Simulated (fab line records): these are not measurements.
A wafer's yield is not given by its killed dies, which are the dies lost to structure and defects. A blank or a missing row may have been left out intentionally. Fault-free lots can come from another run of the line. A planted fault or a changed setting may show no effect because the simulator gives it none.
Commonality check across tools ; flow gf180mcu ; Sample size 13 lots and 39 wafers

## THE REASON FOR OPENING IT
At GF_HV_LDD_RS_MEAS_53 the reading HV_LDD_RS is flagged on 3 of 13 lots. Wafers without a fault read 419.0 ohm/sq, standard deviation 0.9.
Rule: a lot is flagged when every wafer of it that has a number lies more than 4 standard deviations from that mean, or none has a number. As for the other lots, they are considered sound.

lot;measured;on;HV_LDD_RS (ohm/sq), wafer by wafer;flag
L161;day 12 07:07;filmMetro-02;418.1 418.2 417.5;
L162;day 12 20:10;filmMetro-04;419.0 419.1 419.2;
L165;day 13 19:08;filmMetro-02;420.0 420.1 420.0;
L166;day 14 06:13;filmMetro-04;419.0 419.2 418.4;
L167;day 14 09:35;filmMetro-04;419.8 419.0 420.6;
L168;day 15 00:52;filmMetro-02;418.5 419.5 419.0;
L172;day 16 05:01;filmMetro-02;418.8 419.0 418.0;
L178;day 18 04:36;filmMetro-01;445.0 445.0 445.9;FLAGGED
L179;day 18 15:40;filmMetro-02;441.8 442.3 442.4;FLAGGED
L180;day 19 04:09;filmMetro-01;445.1 444.7 444.4;FLAGGED
L181;day 19 04:49;filmMetro-04;418.7 419.9 418.9;
L182;day 19 13:20;filmMetro-04;419.8 418.6 418.4;
L184;day 20 06:20;filmMetro-01;418.9 419.0 418.0;
On average the flagged lots' numbers are 444.1 ohm/sq, which is +25.1 ohm/sq against the usual, or +28 standard deviations.

## LOT BY LOT: THE TOOL USED
The record keeps 1 process step preceding the reading, out of 602 steps on the route. In each cell: the tool, then ch and the chambers that the sampled wafers went through, then the start.
lot;flag;GF_HV_LDD_IMPLANT_09
L161;;implanter-03 ch 0, day 9 21:51
L162;;implanter-02 ch 0, day 10 08:58
L165;;implanter-02 ch 0, day 11 04:58
L166;;implanter-03 ch 0, day 11 16:23
L167;;implanter-02 ch 0, day 11 18:28
L168;;implanter-03 ch 0, day 12 09:32
L172;;implanter-02 ch 0, day 13 13:36
L178;FLAGGED;implanter-02 ch 0, day 15 08:11
L179;FLAGGED;implanter-02 ch 0, day 15 17:48
L180;FLAGGED;implanter-02 ch 0, day 16 05:05
L181;;implanter-03 ch 0, day 16 05:23
L182;;implanter-03 ch 0, day 16 13:29
L184;;implanter-03 ch 0, day 17 05:07
What the steps here do:
- GF_HV_LDD_IMPLANT_09
- GF_HV_LDD_RS_MEAS_53: measures by four-point-probe.

## FLAGGED AGAINST TOTAL, ONE TOOL AT A TIME (gauges that did the reading follow at the end)
step;tool;lots run;flagged;share of the flagged lots;sound lots run after its first flagged lot
GF_HV_LDD_IMPLANT_09;implanter-02;7;3;all;0
GF_HV_LDD_IMPLANT_09;implanter-03;6;0;none;-
GF_HV_LDD_RS_MEAS_53;filmMetro-01;3;2;some;1 (L184)
GF_HV_LDD_RS_MEAS_53;filmMetro-02;5;1;some;0
GF_HV_LDD_RS_MEAS_53;filmMetro-04;5;0;none;-

## WHAT THE TABLE ALLOWS
All flagged lots share 1 row of the table, namely implanter-02 at GF_HV_LDD_IMPLANT_09.
- implanter-02 at GF_HV_LDD_IMPLANT_09: 3 of its 7 lots flagged. Last sound lot L172 at day 13 13:36, first flagged lot L178 at day 15 08:11; a fault beginning in between fits. Its own readings (doseIonsCm2, faradayCurrentUA) fall more than 4 standard deviations out on all wafers of the flagged lots.
What remains is a single tool, implanter-02 at GF_HV_LDD_IMPLANT_09.

## WHAT THE SIMULATOR PUT IN
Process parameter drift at GF_HV_LDD_IMPLANT_09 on implanter-02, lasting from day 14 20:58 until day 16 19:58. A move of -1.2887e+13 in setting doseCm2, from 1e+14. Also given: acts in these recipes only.
Struck lots among those shown: L178, L179, L180. The rule given above showed the same thing.
